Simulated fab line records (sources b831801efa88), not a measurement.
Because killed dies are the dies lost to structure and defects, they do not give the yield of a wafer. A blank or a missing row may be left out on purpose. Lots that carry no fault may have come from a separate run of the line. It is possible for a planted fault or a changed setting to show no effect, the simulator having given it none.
Problem report in the 8D (eight disciplines) form, filled by code || flow sky130 || the parts of the form that need people (team, actions taken, sign-off) are left out

== 1. WHAT WENT WRONG ==
Wafers without a fault read 24, standard deviation 5.1; killedAtContacts at SKY_PAD_OPEN_PROBE_99 reads a mean of 75 on 6 wafers belonging to 2 lots. Relative to the usual mean, that is a shift of +10 standard deviations.
First seen on wafer L781.2, day 49 09:24, on prober-01. The record has a number at this step for 6 wafers belonging to 2 lots. The rule behind "out" and "out of limits": a value lying over 4 standard deviations away from the usual mean. The other wafers with a number count as sound.

== 2. WHAT IT IS; WHAT IT IS NOT ==
{"question": "which readings at this step", "is": "killedAtContacts", "is not": "killed_at_M4_up, killedAtFrontEnd, killedAtOther"}
{"question": "which lots", "is": "L781, L784", "is not": "-"}
{"question": "which wafers of those lots", "is": "all that have a number", "is not": "-"}
{"question": "read on which tools", "is": "prober-01", "is not": "-"}
{"question": "when", "is": "from day 49 09:24", "is not": "up to then (0 sound wafers)"}

== 3. THE SUSPECTS, EACH WITH WHAT RULES IT OUT ==
Counting: a tool at a process step up to the reading stays a suspect if it ran every lot that is out and no sound lot after the first of them.
- wetBench-04 at SKY_LOCAL_INTERCONNECT_CLEAN_18 (cleans in O3/DIW): kept. It ran every lot that is out, first L781 (day 35 08:34), and no sound lot after that.
- prober-01 at SKY_PAD_OPEN_PROBE_99: kept. It ran every lot that is out, first L781 (day 49 09:24), and no sound lot after that. Out on those wafers are its own readings of killedAtContacts.
Left after counting: wetBench-04 at SKY_LOCAL_INTERCONNECT_CLEAN_18, prober-01 at SKY_PAD_OPEN_PROBE_99.

== 4. THE CAUSE (what the simulator had put in) ==
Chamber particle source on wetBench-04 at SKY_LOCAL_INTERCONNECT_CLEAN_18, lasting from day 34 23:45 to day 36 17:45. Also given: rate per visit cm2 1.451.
This tool is one of the 2 suspects left after counting.

== 5. SEQUENCE OF EFFECTS, ordered by route ==
One row per reading whose mean, taken over the struck wafers that have a number, lies over 3 standard deviations from the usual. Readings are gone through only where the record gives a usual standard deviation; hours: the median, over the lots, of the time from a lot's start at the first step in this table giving one to that lot's start at this step; sigmas: the change measured in usual standard deviations.
{"hours": 0, "step": "SKY_PAD_OPEN_PROBE_99", "reading": "killedAtContacts", "usual": 24, "on struck wafers": 75, "change": "+51", "sigmas": "+10"}
{"hours": 0, "step": "SKY_PAD_OPEN_PROBE_99", "reading": "killedDies", "usual": 85, "on struck wafers": 130, "change": "+46", "sigmas": "+5.1"}
The process steps in it:
- SKY_PAD_OPEN_PROBE_99

== 6. WHAT WOULD HAVE CAUGHT IT SOONER ==
In this record no reading fell out of limits until day 49 09:24, 346 hours after the fault had begun at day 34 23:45.
By day 49 09:24 the whole set of lots that are out, 2 in number, had already begun SKY_LOCAL_INTERCONNECT_CLEAN_18 on wetBench-04. A hold on the tool at that time would have spared none of them.
